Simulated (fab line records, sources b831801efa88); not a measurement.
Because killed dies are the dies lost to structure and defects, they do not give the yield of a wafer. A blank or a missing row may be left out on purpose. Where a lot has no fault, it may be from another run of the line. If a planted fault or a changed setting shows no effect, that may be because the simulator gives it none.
Which tool did it? || flow gf180mcu || 36 wafers from 12 lots sampled at 2 of the route's 602 steps

== WHAT THE GAUGES SHOWED, per wafer ==
GF_V5_THK_MEAS_01.
{"lot": "L311", "measured": "day 26 21:07", "on": "film_metro-02", "V5_CVD_00_THK (nm)": "299 302 301"}
{"lot": "L312", "measured": "day 26 21:46", "on": "film_metro-01", "V5_CVD_00_THK (nm)": "301 299 297"}
{"lot": "L313", "measured": "day 27 06:33", "on": "film_metro-01", "V5_CVD_00_THK (nm)": "297 298 299"}
{"lot": "L314", "measured": "day 27 16:04", "on": "film_metro-03", "V5_CVD_00_THK (nm)": "298 297 294"}
{"lot": "L315", "measured": "day 27 23:08", "on": "film_metro-01", "V5_CVD_00_THK (nm)": "305 305 300"}
{"lot": "L316", "measured": "day 28 11:46", "on": "film_metro-02", "V5_CVD_00_THK (nm)": "301 300 301"}
{"lot": "L317", "measured": "day 28 16:10", "on": "film_metro-02", "V5_CVD_00_THK (nm)": "303 304 304"}
{"lot": "L318", "measured": "day 28 22:03", "on": "film_metro-02", "V5_CVD_00_THK (nm)": "301 304 302"}
{"lot": "L330", "measured": "day 32 06:28", "on": "film_metro-03", "V5_CVD_00_THK (nm)": "297 304 296"}
{"lot": "L331", "measured": "day 32 11:35", "on": "film_metro-02", "V5_CVD_00_THK (nm)": "304 303 305"}
{"lot": "L332", "measured": "day 32 18:32", "on": "film_metro-02", "V5_CVD_00_THK (nm)": "296 304 299"}
{"lot": "L333", "measured": "day 32 23:55", "on": "film_metro-01", "V5_CVD_00_THK (nm)": "305 303 306"}

== WHAT TOOL EACH LOT RAN ON (gives the tool, then ch and the chambers of the sampled wafers, and finally the start) ==
{"lot": "L311", "GF_M5_ETCH_09": "rie_diel-02 ch 1,2,3, day 26 20:22"}
{"lot": "L312", "GF_M5_ETCH_09": "rie_diel-03 ch 0,1,3, day 26 21:01"}
{"lot": "L313", "GF_M5_ETCH_09": "rie_diel-01 ch 0,1,2, day 27 05:50"}
{"lot": "L314", "GF_M5_ETCH_09": "rie_diel-01 ch 0,1,2, day 27 15:20"}
{"lot": "L315", "GF_M5_ETCH_09": "rie_diel-02 ch 0,3, day 27 22:25"}
{"lot": "L316", "GF_M5_ETCH_09": "rie_diel-03 ch 0,1, day 28 10:56"}
{"lot": "L317", "GF_M5_ETCH_09": "rie_diel-03 ch 0,3, day 28 15:20"}
{"lot": "L318", "GF_M5_ETCH_09": "rie_diel-01 ch 1,2, day 28 21:20"}
{"lot": "L330", "GF_M5_ETCH_09": "rie_diel-02 ch 0,1,2, day 32 05:37"}
{"lot": "L331", "GF_M5_ETCH_09": "rie_diel-01 ch 1,2,3, day 32 10:53"}
{"lot": "L332", "GF_M5_ETCH_09": "rie_diel-03 ch 0,2, day 32 17:50"}
{"lot": "L333", "GF_M5_ETCH_09": "rie_diel-03 ch 2,3, day 32 23:11"}
- GF_M5_ETCH_09: etches Si3N4 in CF4/O2, target depth 52 nm, time 11.6 s.

== AS READ BY THE TOOLS THEMSELVES (means over the sampled wafers that have a number; for cases with no such wafer, the mark the record gives instead) ==
GF_M5_ETCH_09.
{"lot": "L311", "tool": "rie_diel-02", "drypump_motor_current_A (A)": 5.8, "oes_product_au (a.u.)": 0.988, "throttle_valve_pct (%)": 5.964}
{"lot": "L312", "tool": "rie_diel-03", "drypump_motor_current_A (A)": 5.5, "oes_product_au (a.u.)": 1.000, "throttle_valve_pct (%)": 5.969}
{"lot": "L313", "tool": "rie_diel-01", "drypump_motor_current_A (A)": 6.0, "oes_product_au (a.u.)": 0.993, "throttle_valve_pct (%)": 5.970}
{"lot": "L314", "tool": "rie_diel-01", "drypump_motor_current_A (A)": 6.0, "oes_product_au (a.u.)": 1.000, "throttle_valve_pct (%)": 5.967}
{"lot": "L315", "tool": "rie_diel-02", "drypump_motor_current_A (A)": 5.4, "oes_product_au (a.u.)": 0.997, "throttle_valve_pct (%)": 5.972}
{"lot": "L316", "tool": "rie_diel-03", "drypump_motor_current_A (A)": 5.5, "oes_product_au (a.u.)": 0.987, "throttle_valve_pct (%)": 5.962}
{"lot": "L317", "tool": "rie_diel-03", "drypump_motor_current_A (A)": 5.1, "oes_product_au (a.u.)": 0.999, "throttle_valve_pct (%)": 5.972}
{"lot": "L318", "tool": "rie_diel-01", "drypump_motor_current_A (A)": 6.2, "oes_product_au (a.u.)": 1.004, "throttle_valve_pct (%)": 5.975}
{"lot": "L330", "tool": "rie_diel-02", "drypump_motor_current_A (A)": 5.7, "oes_product_au (a.u.)": 0.995, "throttle_valve_pct (%)": 5.963}
{"lot": "L331", "tool": "rie_diel-01", "drypump_motor_current_A (A)": 6.3, "oes_product_au (a.u.)": 0.992, "throttle_valve_pct (%)": 5.977}
{"lot": "L332", "tool": "rie_diel-03", "drypump_motor_current_A (A)": 5.4, "oes_product_au (a.u.)": 0.993, "throttle_valve_pct (%)": 5.969}
{"lot": "L333", "tool": "rie_diel-03", "drypump_motor_current_A (A)": 5.6, "oes_product_au (a.u.)": 1.003, "throttle_valve_pct (%)": 5.971}

== THE ANSWER, worked out from the rows above alone ==
Rule: the lots themselves supply what counts as usual. Put in order of their means at a reading, lots are off if they are a third of the lots or fewer, leave a main group of 4 or more, and stand apart from it by a gap of 3 or more times the standard deviation of the main group's means; of several such gaps the widest counts. A main group whose means are all the same, to the digits that the tables above print for the reading, isn't used. A lot without any number at a reading at which 4 lots or more have one is off too. Where the step has rows for the other lots, those lots are counted as sound. Order of review: gauges by route order, followed by the tools' own readings, for which a lot's mean as printed above is used. At the first step where some lot is off, the reading lying furthest off is the one used; lots without a number count as furthest.
None of the lots is off at any reading shown; this tells nothing.

== WHAT THE SIMULATOR HAD INSERTED ==
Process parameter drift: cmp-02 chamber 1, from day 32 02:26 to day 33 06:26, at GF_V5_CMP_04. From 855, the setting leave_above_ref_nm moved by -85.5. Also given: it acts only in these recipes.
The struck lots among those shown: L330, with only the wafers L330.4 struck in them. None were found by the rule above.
